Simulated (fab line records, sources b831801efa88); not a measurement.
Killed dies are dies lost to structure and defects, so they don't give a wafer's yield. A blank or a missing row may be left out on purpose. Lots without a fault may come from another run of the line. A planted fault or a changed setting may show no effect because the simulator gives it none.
fab line records | flow sky130
record lots=6 wafers=18 last_day=50
route steps=708 shown METAL4@622 PAD_OPEN@708
lots that met no fault: from a run of the same line without faults
start_h: hours from the record's first day to the start of the lot's first wafer shown | wait_h: hours since the lot's step before | " the same as in the row above | L1.1+2: a row that stands for several wafers | - no value, or no start given | * or withheld: withheld | < > ~ a bound
route shown NAME@n: a module of which the file shows steps, and the number in the route of the first | usual: mean/standard deviation of fault-free wafers | same: alike in all rows | chamber/n: place in a boat | sites: the reading at each site | _std_site: their standard deviation | _edge_site: outer sites' mean less inner sites' | radius_mm: how far each site lies from the wafer's centre | mask NAME#n: copy n | behind: the tool/chamber that last shaped the wafer | hold: why the lot was held/for how many hours/how that ended | device: the transistor (n, p or np) that didn't switch | end of line: the same wafers' tests at the end of the route | a step without rows: its recipe alone | killed: dies lost to structure and defects at the first sort, not the wafer's yield | map: a wafer's dies, x killed, . not, _ none there
set.NAME: the setting as run; set.NAME@STEP: as run at that earlier step | model.NAME: the simulator's own value behind a step, which no gauge read
lots at some steps of the route; a table a step, a row a wafer
services: from which hour (start_h, from the record's first day; less than 0 if before it) a tool's chamber was out of use, for how many hours, and why
## steps
# step SKY_METAL4_HMDS_06
# recipe prime_time_s=60 prime_temp_c=120
# step SKY_METAL4_COAT_07
# recipe resist=BARC temp_c=withheld time_s=withheld spin_rpm=3000 resist_thk_nm=60
# step SKY_METAL4_COAT_08
# recipe resist=KrF-thick spin_rpm=3000 resist_thk_nm=1140
# step SKY_METAL4_SOFTBAKE_09
# recipe temp_c=100 time_s=90 resist=KrF-thick
# step SKY_METAL4_EXPOSE_10
# recipe mask_id=MM4 na=0.68 source_shape=annular sigma_inner=0.4 sigma_outer=0.8 target_cd_nm=300 dose_mj=28
# step SKY_METAL4_PEB_11
# recipe peb_temp_c=withheld peb_time_s=withheld resist=KrF-thick
# step SKY_METAL4_DEVELOP_12
# recipe develop_time_s=60 resist=KrF-thick dev_temp_c=21
# step SKY_METAL4_CD_MEAS_13
# recipe target_cd_nm=300
# usual cd_nm=299.5/1.4
# columns lot.wafer tool chamber start_h wait_h cd_nm
L408.2 cd_sem-02 - 991.84 - 298.3
L408.4 " - " " 299.7
L408.5 " - " " 298.9
L417.1 cd_sem-02 - 1045.39 - 300.9
L417.3 " - " " 300.4
L417.4 " - " " 301.4
L418.4 cd_sem-02 - 1056.76 - 300.5
L418.5 " - " " 300.4
L418.6 " - " " 300.7
L429.1 cd_sem-01 - 1118.40 - 300.1
L429.3 " - " " 299.7
L429.5 " - " " 300.0
L430.2 cd_sem-02 - 1131.88 - 299.0
L430.3 " - " " 298.4
L430.5 " - " " 299.8
L431.3 cd_sem-02 - 1132.63 - 301.3
L431.4 " - " " 304.2
L431.5 " - " " 301.8
# step SKY_METAL4_OVL_MEAS_14
# usual METAL4_OVL=-1/5.3
# columns lot.wafer tool chamber start_h wait_h METAL4_OVL[nm]
L408.2 overlay-01 - 991.94 0.1 0
L408.4 " - " " 1
L408.5 " - " " 4
L417.1 overlay-01 - 1045.51 0.1 0
L417.3 " - " " 4
L417.4 " - " " 1
L418.4 overlay-01 - 1056.84 0.1 0
L418.5 " - " " -3
L418.6 " - " " -9
L429.1 overlay-01 - 1118.52 0.1 -2
L429.3 " - " " -1
L429.5 " - " " 4
L430.2 overlay-01 - 1131.99 0.1 2
L430.3 " - " " -1
L430.5 " - " " 3
L431.3 overlay-02 - 1132.72 0.1 -11
L431.4 " - " " -7
L431.5 " - " " -11
# step SKY_METAL4_DESCUM_15
# recipe chemistry=O2 source_power_w=150 bias_power_w=0 pressure_mtorr=10 temp_c=40 time_s=8
# usual drypump_motor_current_A=5.9/0.36 oes_product_au=0.997/0.01
# columns lot.wafer tool chamber start_h wait_h drypump_motor_current_A oes_product_au rf_hours_counter_h
L408.2 rie_metal-03 1 991.97 0.0 6.1 1.004 3
L408.4 " 0 " " 5.7 0.990 -
L408.5 " 0 " " 5.7 0.991 -
L417.1 rie_metal-03 0 1045.55 0.0 5.7 0.991 13
L417.3 " 0 " " 5.7 0.990 -
L417.4 " 1 " " 6.1 1.013 -
L418.4 rie_metal-03 0 1056.87 0.0 5.7 0.988 -
L418.5 " 0 " " 5.7 0.993 -
L418.6 " 1 " " 6.1 1.006 -
L429.1 rie_metal-01 0 1118.56 0.0 6.6 1.015 19
L429.3 " 0 " " 6.6 1.004 -
L429.5 " 0 " " 6.6 1.012 -
L430.2 rie_metal-04 1 1132.02 0.0 5.6 1.001 23
L430.3 " 0 " " 6.1 0.999 -
L430.5 " 0 " " 6.1 1.002 -
L431.3 rie_metal-04 0 1132.75 0.0 6.1 0.999 -
L431.4 " 1 " " 5.6 1.001 -
L431.5 " 0 " " 6.1 0.990 -
# step SKY_METAL4_ETCH_16
# recipe chemistry=N2/H2 target=BARC ion_energy_ev=200 bias_w=101.4 pressure_mtorr=30 n2_flow_sccm=100 h2_flow_sccm=200 icp_w=500 stop_on=SiO2 time_s=88.2 target_depth_a=600
# usual bias_w=101.4/0.31 drypump_motor_current_A=5.9/0.36 oes_product_au=0.625/0.0042 throttle_valve_pct=13.205/0.0093
# columns lot.wafer tool chamber start_h wait_h bias_w drypump_motor_current_A oes_product_au rf_hours_counter_h throttle_valve_pct
L408.2 rie_metal-03 1 992.00 0.0 101.4 6.1 0.629 3 13.210
L408.4 " 0 " " 101.8 5.7 0.622 - 13.202
L408.5 " 0 " " 101.9 5.7 0.619 - 13.206
L417.1 rie_metal-03 0 1045.58 0.0 101.1 5.7 0.621 13 13.193
L417.3 " 0 " " 100.9 5.7 0.624 - 13.209
L417.4 " 1 " " 100.8 6.1 0.619 - 13.201
L418.4 rie_metal-03 0 1056.92 0.0 101.3 5.7 0.621 - 13.209
L418.5 " 0 " " 101.3 5.7 0.628 - 13.222
L418.6 " 1 " " 100.8 6.2 0.633 - 13.200
L429.1 rie_metal-01 0 1118.59 0.0 101.1 6.6 0.624 20 13.214
L429.3 " 0 " " 101.8 6.6 0.628 - 13.216
L429.5 " 0 " " 101.5 6.6 0.623 - 13.199
L430.2 rie_metal-04 1 1132.05 0.0 101.5 5.6 0.625 24 13.214
L430.3 " 0 " " 101.5 6.1 0.631 - 13.214
L430.5 " 0 " " 101.7 6.1 0.618 - 13.209
L431.3 rie_metal-04 0 1132.81 0.0 101.1 6.1 0.628 - 13.215
L431.4 " 1 " " 101.9 5.6 0.625 - 13.198
L431.5 " 0 " " 101.3 6.1 0.621 - 13.196
# step SKY_METAL4_ETCH_17
# recipe target=SiO2 stop_on=TiN chemistry=C4F8/O2/Ar source_w=1500 bias_w=1200 pressure_mtorr=40 c4f8_flow_sccm=withheld O2_flow_sccm=6 Ar_flow_sccm=300 time_s=3.9 target_depth_a=150
# usual bias_w=1200/3.9 oes_product_au=0.753/0.0084
# columns lot.wafer tool chamber start_h wait_h bias_w oes_product_au rf_hours_counter_h
L408.2 rie_diel-01 3 992.10 0.1 1200 0.740 3
L408.4 " 1 " " 1199 0.754 4
L408.5 " 1 " " 1197 0.739 -
L417.1 rie_diel-02 2 1045.68 0.1 1201 0.755 14
L417.3 " 1 " " 1198 0.756 19
L417.4 " 0 " " 1200 0.759 10
L418.4 rie_diel-02 2 1056.99 0.0 1198 0.755 14
L418.5 " 2 " " 1200 0.753 -
L418.6 " 1 " " 1190 0.753 -
L429.1 rie_diel-01 3 1118.69 0.1 1200 0.744 7
L429.3 " 2 " " 1201 0.758 12
L429.5 " 1 " " 1204 0.756 -
L430.2 rie_diel-01 2 1132.15 0.1 1202 0.756 13
L430.3 " 3 " " 1193 0.732 8
L430.5 " 1 " " 1201 0.766 -
L431.3 rie_diel-01 0 1132.87 0.0 1202 0.747 12
L431.4 " 2 " " 1198 0.755 13
L431.5 " 3 " " 1201 0.755 -
# step SKY_METAL4_METAL_ETCH_18
# recipe target_depth_a=8450 stop_on=SiO2 over_etch_frac=0.3 time_s=183.1 chemistry=Cl2/BCl3 resist_sidewall_deg=88 pressure_mtorr=10 icp_w=900 bias_w=48.5 Cl2_flow_sccm=60 bcl3_flow_sccm=30
# usual bias_w=48.49/0.17 drypump_motor_current_A=5.9/0.47 oes_product_au=0.863/0.0066 throttle_valve_pct=22.264/0.0096
# columns lot.wafer tool chamber start_h wait_h bias_w drypump_motor_current_A oes_product_au rf_hours_counter_h throttle_valve_pct
L408.2 rie_metal-01 1 992.12 0.0 48.31 5.4 0.852 17 22.253
L408.4 " 0 " " 48.58 6.6 0.857 - 22.274
L408.5 " 0 " " 48.53 6.6 0.856 - 22.268
L417.1 rie_metal-04 0 1045.70 0.0 50.07 6.1 0.867 16 22.251
L417.3 " 1 " " 48.58 5.6 0.868 - 22.264
L417.4 " 0 " " 49.94 6.1 0.869 - 22.250
L418.4 rie_metal-04 1 1057.06 0.1 48.71 5.6 0.847 - 22.274
L418.5 " 1 " " 48.52 5.6 0.853 - 22.263
L418.6 " 0 " " 49.91 6.1 0.871 - 22.254
L429.1 rie_metal-04 0 1118.71 0.0 48.73 6.1 0.862 21 22.258
L429.3 " 0 " " 48.78 6.1 0.868 - 22.248
L429.5 " 0 " " 48.63 6.1 0.866 - 22.280
L430.2 rie_metal-01 0 1132.17 0.0 48.54 6.6 0.859 20 22.262
L430.3 " 1 " " 48.61 5.3 0.855 - 22.247
L430.5 " 0 " " 48.30 6.6 0.861 - 22.260
L431.3 rie_metal-01 0 1132.95 0.1 48.31 6.6 0.855 - 22.241
L431.4 " 1 " " 48.69 5.4 0.845 - 22.268
L431.5 " 1 " " 48.42 5.3 0.866 - 22.272
# step SKY_METAL4_STRIP_19
# recipe chemistry=O2/N2 power_w=1400 pressure_mtorr=1500 platen_temp_c=withheld o2_flow_sccm=3000 n2_flow_sccm=300 overash_fraction=0.5
# usual drypump_motor_current_A=5.6/0.45 oes_product_au=0.502/0.0055 strip_time_to_endpoint_s=6.55/0.093
# same overash_fraction=0.5
# columns lot.wafer tool chamber start_h wait_h drypump_motor_current_A oes_product_au rf_hours_counter_h strip_time_to_endpoint_s
L408.2 plasma_asher-02 0 992.30 0.1 5.9 0.501 59 6.51
L408.4 " 0 " " 5.8 0.487 - 6.36
L408.5 " 0 " " 5.9 0.493 - 6.39
L417.1 plasma_asher-03 1 1045.87 0.1 6.0 0.496 121 6.56
L417.3 " 1 " " 5.9 0.509 - 6.63
L417.4 " 0 " " 5.6 0.496 - 6.55
L418.4 plasma_asher-01 0 1057.22 0.1 6.3 0.506 - 6.70
L418.5 " 1 " " 5.4 0.509 - 6.63
L418.6 " 0 " " 6.2 0.502 - 6.56
L429.1 plasma_asher-02 1 1119.06 0.3 4.9 0.502 72 6.57
L429.3 " 0 " " 5.8 0.506 - 6.57
L429.5 " 1 " " 4.9 0.494 - 6.52
L430.2 plasma_asher-03 1 1132.34 0.1 5.9 0.499 6 6.50
L430.3 " 0 " " 5.5 0.506 - 6.55
L430.5 " 1 " " 5.9 0.498 - 6.42
L431.3 plasma_asher-02 1 1133.10 0.1 4.9 0.503 - 6.42
L431.4 " 0 " " 5.8 0.498 - 6.55
L431.5 " 0 " " 5.9 0.501 - 6.59
# step SKY_PAD_OPEN_PROBE_99
# usual defect_limited_yield=82.6/1.9 killed_at_M0_to_M3=43/5.9 killed_at_M4_up=2.9/1.5 killed_at_contacts=24/5 killed_at_front_end=15/4.8 killed_at_other=0.2/0.5 killed_dies=86/9.3 killed_open=47/7.1 killed_short=38/6.3 sort_bin_3_pad_short=0.8/0.42 sort_bin_5_function=10.2/1.4 sort_bin_6_memory=6.4/1.1 sort_n_pass=406/9.3 sort_yield_pct=82.6/1.9
# same gross_dies=492 killed_at_back_side=0 sort_bin_4_leakage[%]=0 sort_bin_8_speed[%]=0
# columns lot.wafer tool chamber start_h wait_h defect_limited_yield[%] killed_at_M0_to_M3 killed_at_M4_up killed_at_contacts killed_at_front_end killed_at_other killed_dies killed_open killed_short sort_bin_3_pad_short[%] sort_bin_5_function[%] sort_bin_6_memory[%] sort_n_pass sort_yield_pct[%]
L408.2 prober-01 - 1088.92 0.1 82.9 32 5 29 18 0 84 44 40 0.8 10.8 5.5 408 82.9
L408.4 prober-01 - 1089.02 0.2 79.9 43 4 33 19 0 99 54 45 0.4 12.4 7.3 393 79.9
L408.5 prober-01 - 1089.07 0.2 79.7 50 4 27 18 1 100 60 40 1.8 11.8 6.7 392 79.7
L417.1 prober-02 - 1136.48 0.1 83.1 31 4 27 21 0 83 52 31 0.6 10.2 6.1 409 83.1
L417.3 prober-02 - 1136.58 0.2 81.9 47 3 28 11 0 89 46 43 0.8 11.2 6.1 403 81.9
L417.4 prober-02 - 1136.63 0.2 84.1 36 1 22 18 1 78 42 36 0 10.2 5.7 414 84.1
L418.4 prober-01 - 1141.79 0.2 82.1 46 4 24 13 1 88 50 38 1.2 10.6 6.1 404 82.1
L418.5 prober-01 - 1141.84 0.2 82.9 39 3 28 14 0 84 44 40 0.4 9.8 6.9 408 82.9
L418.6 prober-01 - 1141.89 0.2 82.5 40 0 21 25 0 86 50 36 0 9.6 7.9 406 82.5
L430.2 prober-02 - 1208.89 0.1 81.5 42 4 26 19 0 91 55 36 0.6 12.0 5.9 401 81.5
L430.3 prober-02 - 1208.94 0.2 81.5 42 2 31 16 0 91 47 44 1.0 10.0 7.5 401 81.5
L430.5 prober-02 - 1209.04 0.2 79.7 41 2 32 25 0 100 51 49 1.4 10.8 8.1 392 79.7
# killed by level:class
L408.2 CONTACT:geometric_particle:open=11 CONTACT:geometric_particle:short=9 VIA1:geometric_particle:open=7 VIA2:geometric_particle:open=7 POLY_GATE:geometric_particle:short=5 POLY_GATE:geometric_particle:open=5 METAL4:geometric_particle:short=5 FIELD_ISO:geometric_particle:open=4
L408.4 CONTACT:geometric_particle:open=17 VIA3:geometric_particle:open=8 VIA1:geometric_particle:open=7 VIA1:geometric_particle:short=7 CONTACT:geometric_particle:short=6 FIELD_ISO:geometric_particle:short=5 METAL2:geometric_particle:short=5 VIA2:geometric_particle:open=5
L408.5 VIA1:geometric_particle:open=15 VIA3:geometric_particle:open=9 CONTACT:geometric_particle:open=8 FIELD_ISO:geometric_particle:open=6 LOCAL_INTERCONNECT:geometric_particle:short=6 LI_CONTACT:geometric_particle:open=6 VIA2:geometric_particle:open=6 POLY_GATE:geometric_particle:open=5
L417.1 VIA1:geometric_particle:open=9 LI_CONTACT:geometric_particle:open=8 CONTACT:geometric_particle:open=7 CONTACT:geometric_particle:short=6 FIELD_ISO:geometric_particle:short=5 FIELD_ISO:geometric_particle:open=5 VIA2:geometric_particle:open=5 VIA3:geometric_particle:open=5
L417.3 CONTACT:geometric_particle:open=12 VIA1:geometric_particle:open=9 METAL1:geometric_particle:short=9 VIA3:geometric_particle:open=6 FIELD_ISO:geometric_particle:open=5 FIELD_ISO:geometric_particle:short=5 LOCAL_INTERCONNECT:geometric_particle:short=5 METAL3:geometric_particle:short=4
L417.4 LI_CONTACT:geometric_particle:open=7 VIA3:geometric_particle:open=7 CONTACT:geometric_particle:open=6 METAL1:geometric_particle:short=6 POLY_GATE:geometric_particle:short=5 LI_CONTACT:geometric_particle:short=5 VIA1:geometric_particle:open=5 VIA2:geometric_particle:open=5
L418.4 VIA2:geometric_particle:open=10 VIA1:geometric_particle:open=7 CONTACT:geometric_particle:short=6 LI_CONTACT:geometric_particle:open=6 CONTACT:geometric_particle:open=6 METAL1:geometric_particle:short=6 POLY_GATE:geometric_particle:open=5 VIA1:geometric_particle:short=5
L418.5 CONTACT:geometric_particle:open=10 LI_CONTACT:geometric_particle:short=7 VIA2:geometric_particle:open=7 VIA3:geometric_particle:open=7 LI_CONTACT:geometric_particle:open=6 METAL1:geometric_particle:short=6 POLY_GATE:geometric_particle:short=4 VIA1:geometric_particle:short=4
L418.6 CONTACT:geometric_particle:open=12 VIA2:geometric_particle:open=8 POLY_GATE:geometric_particle:short=7 METAL1:geometric_particle:short=6 VIA1:geometric_particle:open=6 VIA3:geometric_particle:open=6 FIELD_ISO:geometric_particle:short=5 LI_CONTACT:geometric_particle:open=5
L430.2 CONTACT:geometric_particle:open=14 VIA1:geometric_particle:open=10 LI_CONTACT:geometric_particle:open=9 METAL2:geometric_particle:short=7 VIA2:geometric_particle:open=6 FIELD_ISO:geometric_particle:short=5 METAL1:geometric_particle:short=4 VIA3:geometric_particle:open=4
L430.3 CONTACT:geometric_particle:open=11 VIA1:geometric_particle:open=9 LI_CONTACT:geometric_particle:open=8 VIA1:geometric_particle:short=7 FIELD_ISO:geometric_particle:short=6 CONTACT:geometric_particle:short=5 METAL2:geometric_particle:short=5 LOCAL_INTERCONNECT:geometric_particle:short=4
L430.5 CONTACT:geometric_particle:open=11 METAL1:geometric_particle:short=10 VIA1:geometric_particle:open=9 LI_CONTACT:geometric_particle:open=8 FIELD_ISO:geometric_particle:open=7 POLY_GATE:geometric_particle:short=6 CONTACT:geometric_particle:short=6 METAL3:geometric_particle:short=5
## services
# columns tool chamber start_h hours kind
rie_metal-04 0 978.51 1.7 repair
plasma_asher-02 - 1010.94 2.8 repair
rie_metal-04 0 1015.94 1.2 repair
rie_diel-01 3 1023.36 7.1 repair
plasma_asher-02 - 1036.81 2.8 pm
plasma_asher-03 - 1055.25 9.0 pm
plasma_asher-03 0 1055.25 9.0 vent_cycle
plasma_asher-03 1 1055.25 9.0 vent_cycle
plasma_asher-03 0 1064.25 - clean
plasma_asher-03 1 1064.25 - clean
rie_diel-01 0 1070.76 4.6 repair
plasma_asher-01 - 1076.77 6.7 repair
rie_diel-02 2 1077.04 6.9 repair
plasma_asher-01 - 1083.45 10.2 pm
rie_metal-01 1 1085.52 7.9 repair
rie_metal-04 1 1116.99 4.1 repair
plasma_asher-02 - 1129.03 0.5 repair
## key
first_sign step=SKY_METAL4_METAL_ETCH_18 reading=bias_w direction=up sigmas=8.5 usual=48.49 struck=49.97
effect none on later readings
met_at SKY_METAL4_METAL_ETCH_18
struck_wafers L417.1,L417.4,L418.6
fault kind=process_parameter_drift tool=rie_metal-04 chamber=0 onset_h=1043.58 steps=SKY_METAL4_METAL_ETCH_18 channel=bias_w offset=1.4695 shape=step end_h=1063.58 acts_in=these_recipes_only stated=48.5
